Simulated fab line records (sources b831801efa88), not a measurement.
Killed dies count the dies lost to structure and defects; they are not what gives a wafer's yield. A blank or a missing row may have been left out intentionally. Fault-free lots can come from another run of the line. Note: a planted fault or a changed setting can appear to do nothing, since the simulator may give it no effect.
Which tool did it? :: flow gf180mcu :: 6 lots with 18 wafers sampled at 3 steps, on a route of 602 steps

## WHAT THE GAUGES SHOWED, per wafer
GF_PASSIVATION_THK_MEAS_01.
lot: L410
measured: day 29 05:08
on: filmMetro-03
PASSIVATION_CVD_00_THK (nm): 996 1019 1004

lot: L413
measured: day 29 13:47
on: filmMetro-02
PASSIVATION_CVD_00_THK (nm): 982 990 988

lot: L414
measured: day 30 01:42
on: filmMetro-04
PASSIVATION_CVD_00_THK (nm): 989 998 996

lot: L416
measured: day 30 12:39
on: filmMetro-02
PASSIVATION_CVD_00_THK (nm): 994 1009 1018

lot: L423
measured: day 32 17:04
on: filmMetro-03
PASSIVATION_CVD_00_THK (nm): 976 1010 999

lot: L430
measured: day 34 03:43
on: filmMetro-04
PASSIVATION_CVD_00_THK (nm): 974 980 992

## WHAT TOOL EACH LOT RAN ON (gives the tool, then ch and the chambers of the sampled wafers, and finally the start)
lot: L410
GF_MIM_SPUTTER_00: pvdSputter-04, day 25 16:00
GF_PASSIVATION_CVD_00: pecvd-04 ch 0,1, day 29 05:01

lot: L413
GF_MIM_SPUTTER_00: pvdSputter-04, day 26 01:09
GF_PASSIVATION_CVD_00: pecvd-02 ch 0,2, day 29 13:40

lot: L414
GF_MIM_SPUTTER_00: pvdSputter-04, day 26 15:04
GF_PASSIVATION_CVD_00: pecvd-02 ch 0,2, day 30 01:36

lot: L416
GF_MIM_SPUTTER_00: pvdSputter-04, day 27 03:52
GF_PASSIVATION_CVD_00: pecvd-04 ch 1,2, day 30 12:34

lot: L423
GF_MIM_SPUTTER_00: pvdSputter-01, day 29 13:16
GF_PASSIVATION_CVD_00: pecvd-02 ch 1,2, day 32 16:59

lot: L430
GF_MIM_SPUTTER_00: pvdSputter-01, day 31 05:37
GF_PASSIVATION_CVD_00: pecvd-03 ch 1,2, day 34 03:37
- GF_MIM_SPUTTER_00: material Ti, target thk 37.5 nm, time 150 s.
- GF_PASSIVATION_CVD_00: deposits SiO2 from TEOS, target thk 1000 nm, time 111.95 s.

## THE ANSWER, worked out from the rows above alone
Rule: the usual values come from the lots themselves. Put in order of their means at a reading, lots are off if they are a third of the lots or fewer, leave a main group of 4 or more, and stand apart from it by a gap of 3 or more times the standard deviation of the main group's means; of several such gaps the widest counts. Not used: any main group whose means are identical at the precision the tables above print for the reading. Also off: a lot with no number at a reading for which 4 or more lots have one. Where the step has rows for the other lots, those lots are counted as sound.
No lot is off on any of the readings shown, so nothing can be concluded from this.

## WHAT THE SIMULATOR HAD INSERTED
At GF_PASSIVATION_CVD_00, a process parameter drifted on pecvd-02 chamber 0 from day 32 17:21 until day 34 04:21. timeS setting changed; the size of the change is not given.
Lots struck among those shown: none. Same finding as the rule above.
